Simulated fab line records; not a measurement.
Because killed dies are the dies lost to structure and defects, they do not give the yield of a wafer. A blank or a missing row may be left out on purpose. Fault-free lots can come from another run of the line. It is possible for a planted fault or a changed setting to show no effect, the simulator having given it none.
8D (eight disciplines) problem report, filled in by code / flow sfq-line / the parts of the form that need people (team, actions taken, sign-off) are left out

1. PROBLEM STATEMENT
Mean M3_NB_RS at SFQ_M3_RS_MEAS_919: 0.952 ohm/sq over 5 wafers in 3 lots; fault-free wafers: 0.891 ohm/sq, standard deviation 0.0095. Measured from the usual mean, that is +6.4 standard deviations.
The step: measures by four-point-probe.
Seen first at day 39 10:36 on film-metro-01, wafer L934.6. At this step, 45 wafers from 15 lots have a number in the record. Rule for "out", or "out of limits": more than 4 standard deviations from the usual mean. Any other wafer with a number is counted as sound.

2. WHAT IT IS, AND WHAT IT ISN'T
question=which readings at this step | is=M3_NB_RS | is not=-
question=which lots | is=L934, L935, L936 | is not=L924, L925, L926, L927, L928, L937, L939, L942, L943, L944, L945, L946
question=which wafers of those lots | is=L934.6, L935.5, L935.6, L936.5, L936.6 | is not=L934.2, L934.4, L935.4, L936.3
question=read on which gauges | is=film-metro-01, film-metro-02, film-metro-04 | is not=-
question=when | is=from day 39 10:36 | is not=up to then (17 sound wafers); but 23 sound wafers of L935, L936, L937, L939, L942, L943, L944, L945, L946 came after

3. THE SUSPECTS, EACH WITH WHAT RULES IT OUT
Counting: a tool at a process step up to the reading stays a suspect if it ran every lot that is out. Sound lots after the first of them don't rule it out here, since some wafers of a struck lot are sound.
- ruled out: the gauge at SFQ_M3_RS_MEAS_919. Those wafers that are out were read across 3 gauges (film-metro-01, film-metro-02, film-metro-04).
- pvd-sputter-03 at SFQ_TRILAYER_M3_DEP_SPUTTER_073 (material Nb, target thk 200 nm, time 133.3 s): kept. Ran every lot that is out, first one L934 (day 39 10:29); last sound lot up to then L927 (day 25 01:10).
Remaining after the count: pvd-sputter-03 at SFQ_TRILAYER_M3_DEP_SPUTTER_073.

4. THE CAUSE (what the simulator had put in)
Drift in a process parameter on pvd-sputter-03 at SFQ_TRILAYER_M3_DEP_SPUTTER_073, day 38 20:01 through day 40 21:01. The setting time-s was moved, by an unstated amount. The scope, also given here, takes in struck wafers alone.
The count eliminated every tool but this one.

5. SEQUENCE OF EFFECTS, ordered by route
Rows list readings where the struck wafers' mean (over those with a number) sits beyond 3 standard deviations from the usual. Only readings for which the record gives a usual standard deviation are gone through. hours: the time from each lot's start at the first step in this table that gives one to its start at this step, as a median over the lots. sigmas: the change in usual standard deviations.
hours=0; step=SFQ_M3_RS_MEAS_919; reading=M3_NB_RS; usual=0.891 ohm/sq; on struck wafers=0.952; change=+0.061; sigmas=+6.4
hours=117; step=SFQ_TRILAYER_M3_ETCH_METAL_ETCH_078; reading=oes-product-au; usual=0.894 a.u.; on struck wafers=0.861; change=-0.033; sigmas=-4.9
Here are the process steps it includes:
- SFQ_TRILAYER_M3_ETCH_METAL_ETCH_078: etches Nb in Cl2/Ar, stops on SiO2, target depth 240 nm, time 120 s.

6. HOW IT WOULD HAVE BEEN CAUGHT EARLIER
The first out-of-limits reading at a measuring or inspecting step in this record came at day 39 10:36, 15 hours after the fault's start at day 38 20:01.
No tool reading at SFQ_TRILAYER_M3_DEP_SPUTTER_073 that has a usual standard deviation in the record was out on any struck wafer, so an alarm limit of 4 standard deviations on those readings would not have fired.
L935, L936, from the lots that are out (3), started SFQ_TRILAYER_M3_DEP_SPUTTER_073 on pvd-sputter-03 later than day 39 10:36. A hold on the tool at that time would have spared those 2.
